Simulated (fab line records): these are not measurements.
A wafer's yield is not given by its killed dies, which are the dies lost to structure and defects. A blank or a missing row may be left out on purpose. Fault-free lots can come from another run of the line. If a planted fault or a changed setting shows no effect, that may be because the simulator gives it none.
Which tool is to blame?    flow sky130    13 lots, 39 wafers sampled, at 5 steps of a route of 708

WHAT THE GAUGES READ, wafer by wafer
SKY_VT_ADJUST_PCH_OVL_MEAS_07. Usual: for VT_ADJUST_PCH_OVL the level is 0.6 nm and the standard deviation is 1.7.
lot   measured      on          VT_ADJUST_PCH_OVL (nm)               flag
L462  day 10 16:52  overlay-01  0.0 -3.9 -3.0                        
L464  day 11 07:06  overlay-01  0.5 0.7 -0.2                         
L467  day 12 01:55  overlay-01  -2.7 -0.1 -1.2                       
L469  day 13 01:57  overlay-02  1.7 1.6 1.2                          
L471  day 14 05:27  overlay-02  -1.0 -0.8 0.3                        
L472  day 14 07:14  overlay-02  1.3 -0.5 0.5                         
L474  day 14 12:12  overlay-02  4.4 1.5 2.7                          
L473  day 14 12:56  overlay-01  0.1 -1.1 -0.9                        
L475  day 14 22:01  overlay-01  1.6 2.1 -0.3                         
L476  day 15 05:07  overlay-01  -0.9 0.4 0.7                         
L478  day 15 16:05  overlay-01  261.0 260.6 259.6 259.7 259.4 258.2  OFF
L481  day 16 20:02  overlay-01  261.0 262.0 261.7 260.0 260.8 260.2  OFF
L485  day 18 04:12  overlay-02  0.7 0.4 -1.0                         

SKY_LDD_N_TW_MEAS_17. Usual: for LDD_N_TW the level is 2575 and the standard deviation is 27.
lot   measured      on             LDD_N_TW        flag
L462  day 17 23:49  film_metro-04  2562 2551 2562  
L464  day 18 18:55  film_metro-01  2605 2601 2610  
L467  day 20 04:50  film_metro-04  2559 2548 2548  
L469  day 21 02:14  film_metro-04  2544 2539 2538  
L471  day 22 08:33  film_metro-02  2566 2563 2578  
L472  day 22 13:10  film_metro-01  2602 2601 2602  
L474  day 22 15:38  film_metro-01  2606 2577 2598  
L473  day 22 20:24  film_metro-01  2600 2613 2586  
L475  day 23 06:07  film_metro-02  2566 2560 2576  
L476  day 23 12:09  film_metro-04  2552 2532 2545  
L485  day 26 08:54  film_metro-01  2606 2622 2606  

SKY_LDD_HVP_OVL_MEAS_07. Usual: for LDD_HVP_OVL the level is 0.1 nm and the standard deviation is 1.5.
lot   measured      on          LDD_HVP_OVL (nm)  flag
L462  day 21 19:49  overlay-02  -1.4 -1.3 -0.1    
L464  day 22 16:08  overlay-01  1.8 0.0 -1.5      
L467  day 24 02:44  overlay-02  0.2 0.8 0.7       
L469  day 24 23:06  overlay-02  2.0 0.2 1.1       
L471  day 26 04:30  overlay-01  -2.7 -0.9 -0.4    
L472  day 26 09:43  overlay-01  -0.9 -1.3 -2.3    
L474  day 26 11:53  overlay-01  0.2 0.8 0.9       
L473  day 26 15:14  overlay-01  0.0 0.5 -0.6      
L475  day 27 01:36  overlay-02  -0.2 0.5 0.0      
L476  day 27 06:57  overlay-01  -3.1 -2.4 -2.3    
L485  day 30 00:19  overlay-01  2.0 1.1 -1.8      

WHICH TOOL RAN EACH LOT (tool, then ch and the chambers of the sampled wafers, then the start)
lot   SKY_VT_ADJUST_PCH_EXPOSE_04          SKY_LDD_HVN_STRIP_09
L462  iline_stepper-02 ch 0, day 10 05:17  plasma_asher-01 ch 0,1, day 20 13:04
L464  iline_stepper-02 ch 0, day 10 19:42  plasma_asher-02 ch 0,1, day 21 08:57
L467  iline_stepper-02 ch 0, day 11 13:45  plasma_asher-01 ch 0,1, day 22 20:08
L469  iline_stepper-02 ch 0, day 12 13:10  plasma_asher-01 ch 0,1, day 23 16:37
L471  iline_stepper-01 ch 0, day 13 17:13  plasma_asher-01 ch 1, day 24 22:02
L472  iline_stepper-02 ch 0, day 13 18:23  plasma_asher-01 ch 0,1, day 25 02:28
L474  iline_stepper-01 ch 0, day 13 23:08  plasma_asher-02 ch 0,1, day 25 05:40
L473  iline_stepper-02 ch 0, day 14 00:14  plasma_asher-01 ch 0,1, day 25 09:26
L475  iline_stepper-01 ch 0, day 14 09:01  plasma_asher-02 ch 0,1, day 25 19:40
L476  iline_stepper-01 ch 0, day 14 15:39  plasma_asher-02 ch 1, day 26 01:54
L478  iline_stepper-02 ch 0, day 15 02:31  -
L481  iline_stepper-02 ch 0, day 16 06:14  -
L485  iline_stepper-01 ch 0, day 17 13:25  plasma_asher-02 ch 0,1, day 28 19:57
- SKY_VT_ADJUST_PCH_EXPOSE_04: exposes mask NWM, target cd 840 nm.
- SKY_LDD_HVN_STRIP_09: strips in O2/N2.

WHAT THE TOOLS THEMSELVES READ (means of the sampled wafers that have a number; where no wafer has one, the mark that the record gives instead)
SKY_LDD_HVN_STRIP_09. Usual: drypump_motor_current_A 5.7 A, standard deviation 0.37; oes_product_au 0.409 a.u., standard deviation 0.0042; strip_time_to_endpoint_s 4.133 s, standard deviation 0.013.
lot   tool             drypump_motor_current_A (A)  oes_product_au (a.u.)  strip_time_to_endpoint_s (s)  flag
L462  plasma_asher-01  5.8                          0.405                  4.151                         
L464  plasma_asher-02  5.4                          0.410                  4.148                         
L467  plasma_asher-01  5.6                          0.404                  4.134                         
L469  plasma_asher-01  5.8                          0.410                  4.136                         
L471  plasma_asher-01  5.5                          0.410                  4.133                         
L472  plasma_asher-01  5.7                          0.406                  4.137                         
L474  plasma_asher-02  5.8                          0.410                  4.136                         
L473  plasma_asher-01  5.8                          0.409                  4.142                         
L475  plasma_asher-02  5.8                          0.407                  4.128                         
L476  plasma_asher-02  6.2                          0.412                  4.125                         
L485  plasma_asher-02  5.8                          0.411                  4.134                         

THE ANSWER, worked out from the rows above alone
Rule: a lot counts as off when the mean over its wafers that have a number is more than 3 standard deviations away from the usual mean. A lot without any number at a reading at which 4 lots or more have one is off too. Any other lot the step has rows for is counted as sound. Order of review: gauges by route order, followed by the tools' own readings, for which a lot's mean as printed above is used. The first step at which some lot is off is used, and at that step the reading that is off furthest; a lot without a number counts as furthest.
Off: at SKY_VT_ADJUST_PCH_OVL_MEAS_07 (VT_ADJUST_PCH_OVL), L478, L481.
A tool fits if, at a process step before that reading, it ran every lot that is off, and no sound lot after the first of them. Gauges at SKY_VT_ADJUST_PCH_OVL_MEAS_07: tried the same way as those tools. Undecided on this evidence; 2 tools fit (iline_stepper-02 at SKY_VT_ADJUST_PCH_EXPOSE_04, overlay-01 at SKY_VT_ADJUST_PCH_OVL_MEAS_07).

WHAT THE SIMULATOR PUT IN
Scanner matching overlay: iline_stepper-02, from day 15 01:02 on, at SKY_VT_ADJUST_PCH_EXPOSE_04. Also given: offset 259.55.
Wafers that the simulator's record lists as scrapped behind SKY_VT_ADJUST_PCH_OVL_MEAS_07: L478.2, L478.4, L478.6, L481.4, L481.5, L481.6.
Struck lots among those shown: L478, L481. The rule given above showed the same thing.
